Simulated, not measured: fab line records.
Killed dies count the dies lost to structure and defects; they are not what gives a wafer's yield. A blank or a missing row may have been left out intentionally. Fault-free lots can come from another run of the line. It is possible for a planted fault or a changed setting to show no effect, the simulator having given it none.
Commonality check across tools / flow sky130 / Lots sampled 12, wafers sampled 36

REASON IT WAS OPENED
SKY_VT_ADJUST_NCORE_TW_MEAS_11, reading VT_ADJUST_NCORE_TW: flagged on 3 of 12 lots. No-fault wafers: 220.1, standard deviation 1.6.
Rule: a lot is flagged in two cases, either no wafer of it has a number, or all its wafers with numbers fall more than 4 standard deviations from that mean. As for the other lots, they are considered sound.

lot=L708; measured=day 9 13:20; on=film metro-03; VT_ADJUST_NCORE_TW, wafer by wafer=221.9 223.4 222.7; flag=
lot=L710; measured=day 10 06:26; on=film metro-01; VT_ADJUST_NCORE_TW, wafer by wafer=219.7 218.9 220.6; flag=
lot=L711; measured=day 10 11:40; on=film metro-02; VT_ADJUST_NCORE_TW, wafer by wafer=217.1 218.4 218.9; flag=
lot=L712; measured=day 10 18:29; on=film metro-03; VT_ADJUST_NCORE_TW, wafer by wafer=221.0 221.5 220.7; flag=
lot=L713; measured=day 11 05:40; on=film metro-01; VT_ADJUST_NCORE_TW, wafer by wafer=271.0 269.7 269.9; flag=FLAGGED
lot=L714; measured=day 11 09:35; on=film metro-01; VT_ADJUST_NCORE_TW, wafer by wafer=220.9 221.6 221.4; flag=
lot=L715; measured=day 11 13:52; on=film metro-02; VT_ADJUST_NCORE_TW, wafer by wafer=218.5 219.0 217.7; flag=
lot=L716; measured=day 11 20:48; on=film metro-01; VT_ADJUST_NCORE_TW, wafer by wafer=270.3 270.0 271.0; flag=FLAGGED
lot=L721; measured=day 14 08:11; on=film metro-03; VT_ADJUST_NCORE_TW, wafer by wafer=267.7 270.8 270.0; flag=FLAGGED
lot=L725; measured=day 14 17:50; on=film metro-02; VT_ADJUST_NCORE_TW, wafer by wafer=217.6 216.5 218.1; flag=
lot=L726; measured=day 15 04:56; on=film metro-01; VT_ADJUST_NCORE_TW, wafer by wafer=219.5 218.7 219.0; flag=
lot=L727; measured=day 15 13:50; on=film metro-01; VT_ADJUST_NCORE_TW, wafer by wafer=218.4 218.6 218.4; flag=
The mean of the flagged lots' numbers is 270.0, +49.9 from the usual (+31 standard deviations).

TOOL THAT RAN EACH LOT
Before the reading, the record contains 2 process steps out of a 708-step route. Cell contents, in order: the tool; ch with the chambers the sampled wafers went through; the start.
lot=L708; flag=; SKY_VT_ADJUST_NCORE_IMPLANT_09=implanter-03 ch 0, day 9 13:07; SKY_VT_ADJUST_NCORE_STRIP_10=plasma asher-01 ch 0,1, day 9 13:15
lot=L710; flag=; SKY_VT_ADJUST_NCORE_IMPLANT_09=implanter-02 ch 0, day 10 06:13; SKY_VT_ADJUST_NCORE_STRIP_10=plasma asher-04 ch 0,1, day 10 06:21
lot=L711; flag=; SKY_VT_ADJUST_NCORE_IMPLANT_09=implanter-01 ch 0, day 10 11:26; SKY_VT_ADJUST_NCORE_STRIP_10=plasma asher-03 ch 0,1, day 10 11:34
lot=L712; flag=; SKY_VT_ADJUST_NCORE_IMPLANT_09=implanter-02 ch 0, day 10 18:16; SKY_VT_ADJUST_NCORE_STRIP_10=plasma asher-01 ch 0,1, day 10 18:23
lot=L713; flag=FLAGGED; SKY_VT_ADJUST_NCORE_IMPLANT_09=implanter-02 ch 0, day 11 05:08; SKY_VT_ADJUST_NCORE_STRIP_10=plasma asher-04 ch 0,1, day 11 05:34
lot=L714; flag=; SKY_VT_ADJUST_NCORE_IMPLANT_09=implanter-03 ch 0, day 11 09:22; SKY_VT_ADJUST_NCORE_STRIP_10=plasma asher-03 ch 0,1, day 11 09:30
lot=L715; flag=; SKY_VT_ADJUST_NCORE_IMPLANT_09=implanter-01 ch 0, day 11 13:37; SKY_VT_ADJUST_NCORE_STRIP_10=plasma asher-03 ch 0,1, day 11 13:46
lot=L716; flag=FLAGGED; SKY_VT_ADJUST_NCORE_IMPLANT_09=implanter-03 ch 0, day 11 20:15; SKY_VT_ADJUST_NCORE_STRIP_10=plasma asher-03 ch 0,1, day 11 20:41
lot=L721; flag=FLAGGED; SKY_VT_ADJUST_NCORE_IMPLANT_09=implanter-02 ch 0, day 14 07:37; SKY_VT_ADJUST_NCORE_STRIP_10=plasma asher-01 ch 0,1, day 14 08:05
lot=L725; flag=; SKY_VT_ADJUST_NCORE_IMPLANT_09=implanter-01 ch 0, day 14 17:36; SKY_VT_ADJUST_NCORE_STRIP_10=plasma asher-03 ch 0,1, day 14 17:43
lot=L726; flag=; SKY_VT_ADJUST_NCORE_IMPLANT_09=implanter-01 ch 0, day 15 04:41; SKY_VT_ADJUST_NCORE_STRIP_10=plasma asher-03 ch 0,1, day 15 04:49
lot=L727; flag=; SKY_VT_ADJUST_NCORE_IMPLANT_09=implanter-02 ch 0, day 15 13:36; SKY_VT_ADJUST_NCORE_STRIP_10=plasma asher-04 ch 0,1, day 15 13:43
These steps, and what they do:
- SKY_VT_ADJUST_NCORE_IMPLANT_09
- SKY_VT_ADJUST_NCORE_STRIP_10: strips in O2/N2.
- SKY_VT_ADJUST_NCORE_TW_MEAS_11

FLAGGED AGAINST TOTAL, ONE TOOL AT A TIME (gauges that did the reading follow at the end)
step=SKY_VT_ADJUST_NCORE_IMPLANT_09; tool=implanter-01; lots run=4; flagged=0; share of the flagged lots=none; sound lots run after its first flagged lot=-
step=SKY_VT_ADJUST_NCORE_IMPLANT_09; tool=implanter-02; lots run=5; flagged=2; share of the flagged lots=some; sound lots run after its first flagged lot=1 (L727)
step=SKY_VT_ADJUST_NCORE_IMPLANT_09; tool=implanter-03; lots run=3; flagged=1; share of the flagged lots=some; sound lots run after its first flagged lot=0
step=SKY_VT_ADJUST_NCORE_STRIP_10; tool=plasma asher-01; lots run=3; flagged=1; share of the flagged lots=some; sound lots run after its first flagged lot=0
step=SKY_VT_ADJUST_NCORE_STRIP_10; tool=plasma asher-03; lots run=6; flagged=1; share of the flagged lots=some; sound lots run after its first flagged lot=2 (L725,L726)
step=SKY_VT_ADJUST_NCORE_STRIP_10; tool=plasma asher-04; lots run=3; flagged=1; share of the flagged lots=some; sound lots run after its first flagged lot=1 (L727)
step=SKY_VT_ADJUST_NCORE_TW_MEAS_11; tool=film metro-01; lots run=6; flagged=2; share of the flagged lots=some; sound lots run after its first flagged lot=3 (L714,L726,L727)
step=SKY_VT_ADJUST_NCORE_TW_MEAS_11; tool=film metro-02; lots run=3; flagged=0; share of the flagged lots=none; sound lots run after its first flagged lot=-
step=SKY_VT_ADJUST_NCORE_TW_MEAS_11; tool=film metro-03; lots run=3; flagged=1; share of the flagged lots=some; sound lots run after its first flagged lot=0

WHAT THE TABLE PERMITS
No row of the table ran every flagged lot.

WHAT THE SIMULATOR HAD PUT IN
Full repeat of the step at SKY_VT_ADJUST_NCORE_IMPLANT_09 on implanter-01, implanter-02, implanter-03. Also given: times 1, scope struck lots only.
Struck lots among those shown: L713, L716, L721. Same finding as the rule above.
